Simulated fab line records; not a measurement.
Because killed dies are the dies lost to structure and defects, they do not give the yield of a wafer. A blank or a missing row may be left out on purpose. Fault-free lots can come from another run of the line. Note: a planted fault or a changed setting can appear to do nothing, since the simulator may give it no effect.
8D (eight disciplines) problem report, filled in by code + flow sky130 + the parts of the form that need people (team, actions taken, sign-off) are left out

1. THE PROBLEM
Wafers free of any fault read 189.6 (standard deviation 1.9) for VT_ADJUST_LVTN_2_TW at SKY_VT_ADJUST_LVTN_TW_MEAS_21, against a mean of 167.2 on 6 wafers of 2 lots. That puts it -12 standard deviations away from the usual mean.
Seen first at day 9 12:58 on film metro-03, wafer L930.3. The record has a number at this step for 36 wafers belonging to 12 lots. Rule for "out", or "out of limits": more than 4 standard deviations from the usual mean. Any other wafer with a number is counted as sound.

2. WHAT IT IS; WHAT IT IS NOT
| question                    | is                           | is not                                                                                                  |
|-----------------------------|------------------------------|---------------------------------------------------------------------------------------------------------|
| which readings at this step | VT_ADJUST_LVTN_2_TW          | -                                                                                                       |
| which lots                  | L930, L931                   | L925, L926, L928, L932, L938, L939, L940, L942, L945, L946                                              |
| which wafers of those lots  | all that have a number       | -                                                                                                       |
| read on which gauges        | film metro-01, film metro-03 | film metro-02                                                                                           |
| when                        | from day 9 12:58             | up to then (9 sound wafers); but 21 sound wafers of L932, L938, L939, L940, L942, L945, L946 came after |

3. THE SUSPECTS, EACH WITH WHAT RULES IT OUT
Counting: a tool at a process step up to the reading stays a suspect if it ran every lot that is out and no sound lot after the first of them.
- ruled out: the gauge at SKY_VT_ADJUST_LVTN_TW_MEAS_21. 2 gauges (film metro-01, film metro-03) read the wafers that are out.
- cmp-01 at SKY_FIELD_ISO_CMP_27 (polishes, stops on Si3N4, t overpolish 16 s, target thk 457.8 nm): ruled out as a lasting fault. After its first lot that is out, L930 (day 3 22:11), sound lots L932, L938, L940, L942, L946 ran on it.
- implanter-02 at SKY_VT_ADJUST_LVTN_IMPLANT_19: ruled out as a lasting fault. After its first lot that is out, L930 (day 9 12:45), sound lots L939, L942, L945 ran on it.
Left after counting: nothing in the record.

4. THE CAUSE (what the simulator had put in)
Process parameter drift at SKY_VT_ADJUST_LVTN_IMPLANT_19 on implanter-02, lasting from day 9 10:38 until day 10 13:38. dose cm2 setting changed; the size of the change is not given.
Counting ruled it out, wrongly: the rule takes a fault to strike every lot that its tool runs from its start on, and this one did not.

5. THE EFFECT CHAIN, in route order
Each row: a reading where the mean over the struck wafers with a number is more than 3 standard deviations away from the usual. Only readings whose record carries a usual standard deviation are examined. hours: median over the lots of the time between each lot's start at the first step of this table that gives one and its start at this step. sigmas: the change, counted in usual standard deviations.
| hours | step                          | reading             | usual     | on struck wafers | change     | sigmas      |
|-------|-------------------------------|---------------------|-----------|------------------|------------|-------------|
| 0     | SKY_VT_ADJUST_LVTN_IMPLANT_19 | dose ions cm2       | 6.499e+11 | 4.004e+11        | -2.496e+11 | -99 or more |
| 0     | SKY_VT_ADJUST_LVTN_IMPLANT_19 | faraday current uA  | 3.67      | 2.27             | -1.40      | -19         |
| 0     | SKY_VT_ADJUST_LVTN_TW_MEAS_21 | VT_ADJUST_LVTN_2_TW | 189.6     | 167.2            | -22.4      | -12         |
Here are the process steps it includes:
- SKY_VT_ADJUST_LVTN_IMPLANT_19
Later measuring or inspecting steps at which every struck wafer that the step has a row for has a number for every such reading, and none has moved that far: SKY_POLY_CUT_CD_MEAS_08.

6. HOW IT WOULD HAVE BEEN CAUGHT EARLIER
The first out-of-limits reading at a measuring or inspecting step in this record came at day 9 12:58, 2 hours after the fault's start at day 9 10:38.
Tool's own readings at SKY_VT_ADJUST_LVTN_IMPLANT_19, dose ions cm2, faraday current uA: out on all struck wafers the step has rows for; an alarm limit on them would have tripped on the first.
